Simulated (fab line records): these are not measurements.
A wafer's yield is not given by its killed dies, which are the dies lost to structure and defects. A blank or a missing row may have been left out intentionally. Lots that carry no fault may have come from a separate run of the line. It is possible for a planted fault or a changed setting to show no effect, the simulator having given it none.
What tool caused it? ; flow gf180mcu ; 13 lots with 39 wafers sampled at 4 steps, on a route of 602 steps

## WHAT EACH GAUGE READ, for each wafer
GF_V5_BOW_MEAS_05. Usual: for V5_BOW the level is 139 um and the standard deviation is 10.
lot;measured;on;V5_BOW (um);flag
L188;day 26 10:37;film_metro-02;119 114 125;
L190;day 27 10:34;film_metro-03;140 145 145;
L191;day 27 14:21;film_metro-04;141 134 134;
L192;day 27 22:16;film_metro-02;155 151 134;
L193;day 28 03:51;film_metro-04;154 137 157;
L195;day 28 18:25;film_metro-02;151 146 156;
L196;day 29 06:28;film_metro-04;138 135 141;
L198;day 29 21:40;film_metro-04;146 150 133;
L200;day 30 14:39;film_metro-04;130 132 133;
L202;day 31 00:40;film_metro-03;153 148 156;
L205;day 31 20:56;film_metro-03;127 130 133;
L209;day 32 16:22;film_metro-03;131 137 119;
L210;day 32 22:08;film_metro-02;132 144 137;

GF_V5_RS_MEAS_24: measurement is done with a four-point probe. Usual: for V5_W_RS the level is 0.3276 ohm/sq and the standard deviation is 0.0027.
lot;measured;on;V5_W_RS (ohm/sq);flag
L188;day 27 08:02;film_metro-03;0.3295 0.3261 0.3262;
L190;day 28 07:32;film_metro-04;0.3341 0.3322 0.3252;
L191;day 28 10:51;film_metro-02;0.3304 0.3281 0.3264;
L192;day 28 19:09;film_metro-03;0.3234 0.3214 0.3269;
L193;day 29 00:37;film_metro-02;0.3294 0.3267 0.3289;
L195;day 29 13:33;film_metro-03;0.3229 0.3263 0.3271;
L196;day 30 02:27;film_metro-03;0.3330 0.3289 0.3307;
L198;day 30 17:09;film_metro-03;0.3269 0.3332 0.3297;
L200;day 31 09:17;film_metro-04;0.3265 0.3268 0.3270;
L202;day 31 19:25;film_metro-03;0.3266 0.3260 0.3274;
L205;day 32 15:19;film_metro-03;0.3259 0.3257 0.3268;
L209;day 33 09:33;film_metro-03;0.3268 0.3278 0.3245;
L210;day 33 14:55;film_metro-02;0.3271 0.3301 0.3259;

## WHAT TOOL EACH LOT RAN ON (gives the tool, then ch and the chambers of the sampled wafers, and finally the start)
lot;GF_V5_ETCH_17;GF_V5_CVD_23
L188;rie_diel-02 ch 0,1,2, day 27 07:55 or earlier;cvd_w-02 ch 0,1, day 27 07:55
L190;rie_diel-02 ch 1,2, day 28 07:23 or earlier;cvd_w-02 ch 0,1, day 28 07:23
L191;rie_diel-01 ch 0,1,2, day 28 10:44 or earlier;cvd_w-02 ch 0,1, day 28 10:44
L192;rie_diel-04 ch 1,2,3, day 28 19:02 or earlier;cvd_w-02 ch 0,1, day 28 19:02
L193;rie_diel-04 ch 0,1, day 29 00:29 or earlier;cvd_w-02 ch 0,1, day 29 00:29
L195;rie_diel-02 ch 1,2, day 29 13:25 or earlier;cvd_w-01 ch 0,1, day 29 13:25
L196;rie_diel-02 ch 0,3, day 30 02:20 or earlier;cvd_w-01 ch 0,1, day 30 02:20
L198;rie_diel-04 ch 1,2,3, day 30 17:02 or earlier;cvd_w-01 ch 0,1, day 30 17:02
L200;rie_diel-02 ch 1,3, day 31 09:11 or earlier;cvd_w-01 ch 0,1, day 31 09:11
L202;rie_diel-01 ch 1,2, day 31 19:17 or earlier;cvd_w-02 ch 0,1, day 31 19:17
L205;rie_diel-04 ch 0,2,3, day 32 15:05 or earlier;cvd_w-02 ch 1, day 32 15:05
L209;rie_diel-04 ch 1,2,3, day 33 09:26 or earlier;cvd_w-02 ch 0,1, day 33 09:26
L210;rie_diel-02 ch 1,2,3, day 33 14:49 or earlier;cvd_w-02 ch 0,1, day 33 14:49
- GF_V5_ETCH_17: etches SiO2 in C4F8/O2/Ar, stops on TiN, target depth 855 nm.
- GF_V5_CVD_23: deposits W, target thk 350 nm, time 104.9 s.

## WHAT THE TOOLS THEMSELVES READ (means of the sampled wafers that have a number; where no wafer has one, the mark that the record gives instead)
GF_V5_ETCH_17. Usual: chamber_pressure_mTorr 40.00 mTorr, standard deviation 0.036; oes_product_au 0.859 a.u., standard deviation 0.0046.
lot;tool;chamber_pressure_mTorr (mTorr);oes_product_au (a.u.);flag
L188;rie_diel-02;39.97;0.855;
L190;rie_diel-02;39.98;0.862;
L191;rie_diel-01;40.00;0.859;
L192;rie_diel-04;39.98;0.860;
L193;rie_diel-04;39.99;0.861;
L195;rie_diel-02;39.99;0.857;
L196;rie_diel-02;39.99;0.860;
L198;rie_diel-04;40.02;0.857;
L200;rie_diel-02;39.99;0.857;
L202;rie_diel-01;40.03;0.860;
L205;rie_diel-04;40.01;0.852;
L209;rie_diel-04;39.98;0.860;
L210;rie_diel-02;40.01;0.863;

GF_V5_CVD_23. Usual: heater_power_w 978 W, standard deviation 89.
lot;tool;heater_power_w (W);flag
L188;cvd_w-02;986;
L190;cvd_w-02;987;
L191;cvd_w-02;1003;
L192;cvd_w-02;986;
L193;cvd_w-02;990;
L195;cvd_w-01;870;
L196;cvd_w-01;929;
L198;cvd_w-01;929;
L200;cvd_w-01;863;
L202;cvd_w-02;1031;
L205;cvd_w-02;1054;
L209;cvd_w-02;1035;
L210;cvd_w-02;1046;

## THE ANSWER, worked out from the rows above alone
Rule: take the mean of a lot's wafers that have a number; if it is more than 3 standard deviations from the usual mean, the lot is off. A lot without any number at a reading at which 4 lots or more have one is off too. Any other lot the step has rows for is counted as sound. Order of review: gauges by route order, followed by the tools' own readings, for which a lot's mean as printed above is used. The first step at which some lot is off is used, and at that step the reading that is off furthest; a lot without a number counts as furthest.
No lot is off at any reading shown: from this, nothing can be told.

## WHAT WAS PUT IN BY THE SIMULATOR
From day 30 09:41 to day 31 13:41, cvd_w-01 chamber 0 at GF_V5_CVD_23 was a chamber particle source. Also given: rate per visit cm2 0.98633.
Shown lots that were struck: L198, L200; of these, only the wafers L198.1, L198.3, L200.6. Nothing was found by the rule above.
